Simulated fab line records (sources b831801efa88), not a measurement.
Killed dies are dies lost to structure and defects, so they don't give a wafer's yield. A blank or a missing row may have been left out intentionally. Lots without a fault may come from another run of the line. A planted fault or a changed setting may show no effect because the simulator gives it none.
Which tool did it? :: flow sky130 :: 14 lots, 42 wafers sampled, at 5 steps of a route of 708

== WHAT THE GAUGES READ, wafer by wafer ==
SKY_VT_ADJUST_HVTP_OVL_MEAS_08.
lot: L611
measured: day 6 12:16
on: overlay-01
VT_ADJUST_HVTP_OVL (nm): 2.8 2.4 1.9

lot: L614
measured: day 7 06:10
on: overlay-01
VT_ADJUST_HVTP_OVL (nm): 1.7 1.2 1.5

lot: L615
measured: day 7 13:22
on: overlay-01
VT_ADJUST_HVTP_OVL (nm): 1.0 3.1 3.6

lot: L616
measured: day 7 20:31
on: overlay-01
VT_ADJUST_HVTP_OVL (nm): 2.6 2.5 1.8

lot: L617
measured: day 8 03:43
on: overlay-01
VT_ADJUST_HVTP_OVL (nm): 0.3 0.8 -0.2

lot: L619
measured: day 9 03:52
on: overlay-01
VT_ADJUST_HVTP_OVL (nm): 3.5 2.1 2.6

lot: L621
measured: day 9 12:31
on: overlay-01
VT_ADJUST_HVTP_OVL (nm): 2.5 3.4 2.5

lot: L622
measured: day 9 16:53
on: overlay-02
VT_ADJUST_HVTP_OVL (nm): 0.5 0.8 0.7

lot: L623
measured: day 9 18:07
on: overlay-02
VT_ADJUST_HVTP_OVL (nm): 2.3 2.5 2.5

lot: L624
measured: day 10 06:29
on: overlay-01
VT_ADJUST_HVTP_OVL (nm): 1.3 1.4 0.5

lot: L625
measured: day 10 15:55
on: overlay-02
VT_ADJUST_HVTP_OVL (nm): -0.3 0.6 0.0

lot: L626
measured: day 10 19:19
on: overlay-02
VT_ADJUST_HVTP_OVL (nm): -0.1 0.3 -2.1

lot: L629
measured: day 11 06:23
on: overlay-02
VT_ADJUST_HVTP_OVL (nm): -0.4 0.0 -0.3

lot: L632
measured: day 12 02:26
on: overlay-02
VT_ADJUST_HVTP_OVL (nm): 1.1 0.9 1.7

SKY_VT_ADJUST_HVTP_TW_MEAS_11.
lot: L611
measured: day 6 12:33
on: film-metro-01
VT_ADJUST_HVTP_TW: 1340 1345 1336

lot: L614
measured: day 7 06:26
on: film-metro-01
VT_ADJUST_HVTP_TW: 1344 1344 1341

lot: L615
measured: day 7 13:39
on: film-metro-02
VT_ADJUST_HVTP_TW: 1350 1355 1352

lot: L616
measured: day 7 20:48
on: film-metro-01
VT_ADJUST_HVTP_TW: 1330 1343 1330

lot: L617
measured: day 8 04:00
on: film-metro-01
VT_ADJUST_HVTP_TW: 1347 1344 1342

lot: L619
measured: day 9 04:09
on: film-metro-02
VT_ADJUST_HVTP_TW: 1355 1360 1363

lot: L621
measured: day 9 12:49
on: film-metro-04
VT_ADJUST_HVTP_TW: 1358 1355 1361

lot: L622
measured: day 9 17:10
on: film-metro-04
VT_ADJUST_HVTP_TW: 1352 1357 1354

lot: L623
measured: day 9 18:24
on: film-metro-01
VT_ADJUST_HVTP_TW: 1335 1337 1335

lot: L624
measured: day 10 06:46
on: film-metro-02
VT_ADJUST_HVTP_TW: 1369 1360 1361

lot: L625
measured: day 10 16:11
on: film-metro-01
VT_ADJUST_HVTP_TW: 1333 1331 1335

lot: L626
measured: day 10 19:35
on: film-metro-04
VT_ADJUST_HVTP_TW: 1354 1351 1351

lot: L629
measured: day 11 06:40
on: film-metro-02
VT_ADJUST_HVTP_TW: 1360 1364 1364

lot: L632
measured: day 12 02:43
on: film-metro-01
VT_ADJUST_HVTP_TW: 1332 1321 1330

SKY_VT_ADJUST_NCORE_TW_MEAS_11.
lot: L611
measured: day 9 00:20
on: film-metro-03
VT_ADJUST_NCORE_TW: 220.2 219.7 220.8

lot: L614
measured: day 9 21:39
on: film-metro-01
VT_ADJUST_NCORE_TW: 216.2 214.5 215.0

lot: L615
measured: day 10 04:54
on: film-metro-01
VT_ADJUST_NCORE_TW: 216.4 216.2 216.4

lot: L616
measured: day 10 14:09
on: film-metro-04
VT_ADJUST_NCORE_TW: 218.4 218.0 217.0

lot: L617
measured: day 10 22:08
on: film-metro-03
VT_ADJUST_NCORE_TW: 217.6 218.2 216.9

lot: L619
measured: day 12 00:38
on: film-metro-01
VT_ADJUST_NCORE_TW: 214.7 216.1 215.0

lot: L621
measured: day 12 10:40
on: film-metro-04
VT_ADJUST_NCORE_TW: 219.5 219.8 219.3

lot: L622
measured: day 12 15:41
on: film-metro-01
VT_ADJUST_NCORE_TW: 215.5 215.9 215.4

lot: L623
measured: day 12 17:32
on: film-metro-04
VT_ADJUST_NCORE_TW: 219.8 219.2 219.4

lot: L624
measured: day 13 07:15
on: film-metro-03
VT_ADJUST_NCORE_TW: 30.1 30.2 30.1

lot: L625
measured: day 13 17:32
on: film-metro-01
VT_ADJUST_NCORE_TW: 29.8 29.8 29.8

lot: L626
measured: day 13 21:34
on: film-metro-01
VT_ADJUST_NCORE_TW: 217.5 218.6 217.0

lot: L629
measured: day 14 09:54
on: film-metro-01
VT_ADJUST_NCORE_TW: 216.9 217.7 216.2

lot: L632
measured: day 15 09:19
on: film-metro-03
VT_ADJUST_NCORE_TW: 218.5 219.7 220.2

== TOOL THAT RAN EACH LOT (tool first, then ch and the chambers of the sampled wafers, then the start) ==
lot: L611
SKY_FIELD_ISO_ETCH_17: rie-si-01 ch 1,2, day 2 14:49
SKY_VT_ADJUST_NCORE_IMPLANT_09: implanter-03 ch 0, day 9 00:06

lot: L614
SKY_FIELD_ISO_ETCH_17: rie-si-01 ch 0,1,2, day 3 07:28
SKY_VT_ADJUST_NCORE_IMPLANT_09: implanter-04 ch 0, day 9 21:24

lot: L615
SKY_FIELD_ISO_ETCH_17: rie-si-01 ch 0,1, day 3 13:19
SKY_VT_ADJUST_NCORE_IMPLANT_09: implanter-04 ch 0, day 10 04:39

lot: L616
SKY_FIELD_ISO_ETCH_17: rie-si-02 ch 1,2, day 3 16:17
SKY_VT_ADJUST_NCORE_IMPLANT_09: implanter-04 ch 0, day 10 13:54

lot: L617
SKY_FIELD_ISO_ETCH_17: rie-si-01 ch 0,2, day 3 23:01
SKY_VT_ADJUST_NCORE_IMPLANT_09: implanter-02 ch 0, day 10 21:53

lot: L619
SKY_FIELD_ISO_ETCH_17: rie-si-02 ch 0,1,3, day 4 08:42
SKY_VT_ADJUST_NCORE_IMPLANT_09: implanter-02 ch 0, day 12 00:25

lot: L621
SKY_FIELD_ISO_ETCH_17: rie-si-01 ch 1,2, day 4 20:12
SKY_VT_ADJUST_NCORE_IMPLANT_09: implanter-03 ch 0, day 12 10:26

lot: L622
SKY_FIELD_ISO_ETCH_17: rie-si-02 ch 0,2, day 5 01:17
SKY_VT_ADJUST_NCORE_IMPLANT_09: implanter-02 ch 0, day 12 15:28

lot: L623
SKY_FIELD_ISO_ETCH_17: rie-si-01 ch 0,2,3, day 5 06:22
SKY_VT_ADJUST_NCORE_IMPLANT_09: implanter-04 ch 0, day 12 17:17

lot: L624
SKY_FIELD_ISO_ETCH_17: rie-si-01 ch 0,2,3, day 5 15:49
SKY_VT_ADJUST_NCORE_IMPLANT_09: implanter-04, day 13 07:00

lot: L625
SKY_FIELD_ISO_ETCH_17: rie-si-01 ch 0,1,3, day 5 20:30
SKY_VT_ADJUST_NCORE_IMPLANT_09: implanter-03, day 13 17:17

lot: L626
SKY_FIELD_ISO_ETCH_17: rie-si-01 ch 0,1,3, day 6 02:25
SKY_VT_ADJUST_NCORE_IMPLANT_09: implanter-04 ch 0, day 13 21:19

lot: L629
SKY_FIELD_ISO_ETCH_17: rie-si-01 ch 2,3, day 6 11:20
SKY_VT_ADJUST_NCORE_IMPLANT_09: implanter-03 ch 0, day 14 09:39

lot: L632
SKY_FIELD_ISO_ETCH_17: rie-si-01 ch 0,3, day 7 04:17
SKY_VT_ADJUST_NCORE_IMPLANT_09: implanter-03 ch 0, day 15 09:04
- SKY_FIELD_ISO_ETCH_17: etches Si in HBr/Cl2/O2, target depth 342 nm, time 97.7 s.
- SKY_VT_ADJUST_NCORE_IMPLANT_09

== WHAT THE TOOLS THEMSELVES READ (means of the sampled wafers that have a number; where no wafer has one, the mark that the record gives instead) ==
SKY_FIELD_ISO_ETCH_17.
lot: L611
tool: rie-si-01
drypump-motor-current-A (A): 5.88
oes-product-au (a.u.): 0.998
throttle-valve-pct (%): 25.658

lot: L614
tool: rie-si-01
drypump-motor-current-A (A): 5.78
oes-product-au (a.u.): 1.003
throttle-valve-pct (%): 25.657

lot: L615
tool: rie-si-01
drypump-motor-current-A (A): 5.59
oes-product-au (a.u.): 1.002
throttle-valve-pct (%): 25.646

lot: L616
tool: rie-si-02
drypump-motor-current-A (A): 5.57
oes-product-au (a.u.): 0.996
throttle-valve-pct (%): 25.654

lot: L617
tool: rie-si-01
drypump-motor-current-A (A): 5.62
oes-product-au (a.u.): 1.002
throttle-valve-pct (%): 25.653

lot: L619
tool: rie-si-02
drypump-motor-current-A (A): 5.85
oes-product-au (a.u.): 0.996
throttle-valve-pct (%): 25.665

lot: L621
tool: rie-si-01
drypump-motor-current-A (A): 5.92
oes-product-au (a.u.): 0.991
throttle-valve-pct (%): 25.666

lot: L622
tool: rie-si-02
drypump-motor-current-A (A): 5.76
oes-product-au (a.u.): 1.001
throttle-valve-pct (%): 25.665

lot: L623
tool: rie-si-01
drypump-motor-current-A (A): 5.89
oes-product-au (a.u.): 0.998
throttle-valve-pct (%): 25.662

lot: L624
tool: rie-si-01
drypump-motor-current-A (A): 5.89
oes-product-au (a.u.): 0.999
throttle-valve-pct (%): 25.653

lot: L625
tool: rie-si-01
drypump-motor-current-A (A): 5.88
oes-product-au (a.u.): 0.996
throttle-valve-pct (%): 25.654

lot: L626
tool: rie-si-01
drypump-motor-current-A (A): 5.87
oes-product-au (a.u.): 1.000
throttle-valve-pct (%): 25.660

lot: L629
tool: rie-si-01
drypump-motor-current-A (A): 6.17
oes-product-au (a.u.): 1.003
throttle-valve-pct (%): 25.662

lot: L632
tool: rie-si-01
drypump-motor-current-A (A): 5.73
oes-product-au (a.u.): 1.006
throttle-valve-pct (%): 25.652

SKY_VT_ADJUST_NCORE_IMPLANT_09.
lot: L611
tool: implanter-03
beam-energy-keV: 9.9980
beam-on-s (s): 9.82
dose-ions-cm2: 2.3980e+12

lot: L614
tool: implanter-04
beam-energy-keV: 10.0004
beam-on-s (s): 10.06
dose-ions-cm2: 2.3974e+12

lot: L615
tool: implanter-04
beam-energy-keV: 10.0011
beam-on-s (s): 9.86
dose-ions-cm2: 2.4008e+12

lot: L616
tool: implanter-04
beam-energy-keV: 10.0002
beam-on-s (s): 10.08
dose-ions-cm2: 2.3981e+12

lot: L617
tool: implanter-02
beam-energy-keV: 10.0007
beam-on-s (s): 9.89
dose-ions-cm2: 2.4010e+12

lot: L619
tool: implanter-02
beam-energy-keV: 9.9995
beam-on-s (s): 10.21
dose-ions-cm2: 2.3988e+12

lot: L621
tool: implanter-03
beam-energy-keV: 10.0013
beam-on-s (s): 9.90
dose-ions-cm2: 2.3998e+12

lot: L622
tool: implanter-02
beam-energy-keV: 9.9996
beam-on-s (s): 9.90
dose-ions-cm2: 2.3975e+12

lot: L623
tool: implanter-04
beam-energy-keV: 9.9977
beam-on-s (s): 9.78
dose-ions-cm2: 2.4010e+12

lot: L624
tool: implanter-04
beam-energy-keV: -
beam-on-s (s): -
dose-ions-cm2: -

lot: L625
tool: implanter-03
beam-energy-keV: -
beam-on-s (s): -
dose-ions-cm2: -

lot: L626
tool: implanter-04
beam-energy-keV: 10.0020
beam-on-s (s): 9.95
dose-ions-cm2: 2.3974e+12

lot: L629
tool: implanter-03
beam-energy-keV: 9.9989
beam-on-s (s): 10.15
dose-ions-cm2: 2.4013e+12

lot: L632
tool: implanter-03
beam-energy-keV: 9.9980
beam-on-s (s): 9.93
dose-ions-cm2: 2.3996e+12

== THE ANSWER, worked out from the rows above alone ==
Rule: the lots themselves supply what counts as usual. Put in order of their means at a reading, lots are off if they are a third of the lots or fewer, leave a main group of 4 or more, and stand apart from it by a gap of 3 or more times the standard deviation of the main group's means; of several such gaps the widest counts. A main group is skipped when, at the precision printed for the reading in the tables above, its means are all equal. Also off: a lot with no number at a reading for which 4 or more lots have one. The other lots that the step has rows for count as sound. The gauges are gone through in route order, then the tools' own readings, and for those a lot's mean is taken as printed above. The first step at which some lot is off is used, and at that step the reading that is off furthest; a lot without a number counts as furthest.
Off: at SKY_VT_ADJUST_NCORE_TW_MEAS_11 (VT_ADJUST_NCORE_TW), L624, L625. Mean 217.6 and standard deviation 1.7 in the main group.
A tool fits if, at a process step before that reading, it ran every lot that is off, and no sound lot after the first of them. Not tried: the gauges at SKY_VT_ADJUST_NCORE_TW_MEAS_11; whatever is off there is also off at SKY_VT_ADJUST_NCORE_IMPLANT_09, on other tools, and gauge error can't account for it. None of those tried fits.

== WHAT THE SIMULATOR HAD INSERTED ==
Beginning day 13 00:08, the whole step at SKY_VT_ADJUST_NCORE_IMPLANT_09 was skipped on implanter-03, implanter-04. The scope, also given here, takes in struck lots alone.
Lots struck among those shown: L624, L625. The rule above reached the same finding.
